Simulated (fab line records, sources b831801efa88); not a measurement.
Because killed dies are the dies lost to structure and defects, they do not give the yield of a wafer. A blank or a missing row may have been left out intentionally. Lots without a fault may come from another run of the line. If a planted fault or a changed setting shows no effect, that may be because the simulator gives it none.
What tool caused it? -- flow sky130 -- 21 wafers sampled from 7 lots at 1 step of a route of 708

WHAT THE GAUGES SHOWED, per wafer
SKY_LDD_HVP_TW_MEAS_10.
lot,measured,on,LDD_HVP_TW
L532,day 22 00:05,film metro-03,451.9 450.2 453.0
L534,day 23 04:59,film metro-03,455.0 454.7 455.9
L536,day 23 20:15,film metro-03,452.7 453.8 453.6
L538,day 25 09:44,film metro-02,457.9 458.7 458.6
L548,day 27 19:56,film metro-02,456.8 454.4 457.1
L549,day 28 12:04,film metro-03,456.0 452.2 452.9
L553,day 29 12:49,film metro-03,459.4 457.9 458.5

WHAT TOOL EACH LOT RAN ON (gives the tool, then ch and the chambers of the sampled wafers, and finally the start)
Before these readings, the record contains no process step.

THE ANSWER, worked out from the rows above alone
Rule: the usual values come from the lots themselves. Put in order of their means at a reading, lots are off if they are a third of the lots or fewer, leave a main group of 4 or more, and stand apart from it by a gap of 3 or more times the standard deviation of the main group's means; of several such gaps the widest counts. Not used: any main group whose means are identical at the precision the tables above print for the reading. A lot without any number at a reading at which 4 lots or more have one is off too. Where the step has rows for the other lots, those lots are counted as sound.
None of the lots is off at any reading shown; this tells nothing.

WHAT THE SIMULATOR HAD INSERTED
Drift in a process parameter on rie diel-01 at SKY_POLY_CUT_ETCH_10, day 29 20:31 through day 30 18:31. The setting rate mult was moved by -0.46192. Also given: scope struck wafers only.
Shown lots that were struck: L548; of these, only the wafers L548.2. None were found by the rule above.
